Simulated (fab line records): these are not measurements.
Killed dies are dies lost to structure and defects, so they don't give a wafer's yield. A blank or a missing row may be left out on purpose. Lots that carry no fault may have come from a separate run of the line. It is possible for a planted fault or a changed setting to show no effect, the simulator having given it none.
Struck lot and sound lot, side by side || flow gf180mcu || 14 steps out of a route of 602
Sound: these wafers, L215.1, L215.3, L215.6. The struck wafers were L209.1, L209.3, L209.4. The cause is given at the end.
Each step with rows lists, per side, the tool, then ch with its chambers, then its first start. Under that, the readings that differ: sound wafers || struck wafers || difference of the means || sigmas: that difference in standard deviations of wafers without a fault.
alike: same words and numbers on both sides, and readings whose means sit less than 2 such deviations apart. not compared: any withheld reading, any reading some wafer has no value for, any bound like >300 that may hide the same value, and any number with overlapping values for which the record gives no deviation.
Wherever a step has rows on one side only, a row that says differs or no value, or a row with sigmas, the two part there. Numbers that don't overlap but have no deviation are shown without sigmas and don't part them. A reading that every wafer of one side lacks parts them only if that side has two wafers or more.

first, 3 steps without rows for these wafers: GF_V1_STRIP_18 (strips in O2/N2); GF_V1_STRIP_19 (strips in post etch residue remover, time 1200 s); GF_V1_CLEAN_20 (cleans in DIW).
GF_V1_SPUTTER_21: material Ti, target thk 15 nm, time 80.02 s.
  sound: pvd_sputter-04 at day 23 23:57; struck: pvd_sputter-04 at day 21 23:52
  alike: cathode_dc_power_W, chamber_pressure_pa, throttle_valve_pct
then, 1 step without rows for these wafers: GF_V1_SPUTTER_22 (material TiN, target thk 10 nm, time 40 s).
GF_V1_CVD_23: deposits W, target thk 350 nm, time 105.05 s.
  sound on cvd_w-01 ch 0,1, day 24 00:03; struck on cvd_w-02 ch 1, day 21 23:58
  alike: heater_power_w
GF_V1_RS_MEAS_24: a four-point-probe measurement.
  sound: film_metro-03 at day 24 00:10; struck: film_metro-03 at day 22 00:11
  alike: V1_W_RS
GF_V1_THK_MEAS_25: measures by xrf.
  sound: film_metro-03 at day 24 00:17; struck: film_metro-03 at day 22 00:19
{"reading": "V1_W_THK (nm)", "sound": "372 360 369", "struck": "352 350 350", "difference": -16, "sigmas": -2}
GF_V1_CMP_26: polishes, stops on SiO2, t overpolish 15 s, target thk 0 nm.
  sound on cmp-01 ch 0,2, day 24 00:20; struck on cmp-01 ch 0,2,3, day 22 00:25
  alike: edge_zone_pressure_frac, motor_current_A, overpolish_run_s, time_to_endpoint_s
then, 1 step without rows for these wafers: GF_M2_SPUTTER_00 (material Ti, target thk 37.5 nm, time 150 s).
GF_M2_SPUTTER_01: material TiN, target thk 30 nm, time 25 s.
  sound: pvd_sputter-03 at day 24 00:44; struck: pvd_sputter-02 at day 22 00:46
  alike: cathode_dc_power_W, chamber_pressure_pa, throttle_valve_pct
GF_M2_SPUTTER_02: material AlCu, target thk 450 nm, time 23.9 s.
  sound: pvd_sputter-03 at day 24 00:46; struck: pvd_sputter-02 at day 22 00:48
  alike: cathode_dc_power_W, chamber_pressure_pa, throttle_valve_pct
GF_M2_SPUTTER_03: material Ti, target thk 10 nm, time 6.7 s.
  sound: pvd_sputter-03 at day 24 00:48; struck: pvd_sputter-02 at day 22 00:50
  no value came back on the struck wafers for cathode_dc_power_W (W), chamber_pressure_pa (Pa), throttle_valve_pct (%), time_s (s); on the sound wafers cathode_dc_power_W (W) reads 2999.6 3000.5 2999.4
then, 1 step without rows for these wafers: GF_M2_SPUTTER_04 (material TiN, target thk 50 nm, time 41.7 s).

== WHERE THEY PART ==
At GF_V1_THK_MEAS_25 first; at GF_M2_SPUTTER_03 last (within this record only).

WHY: the cause the simulator had injected
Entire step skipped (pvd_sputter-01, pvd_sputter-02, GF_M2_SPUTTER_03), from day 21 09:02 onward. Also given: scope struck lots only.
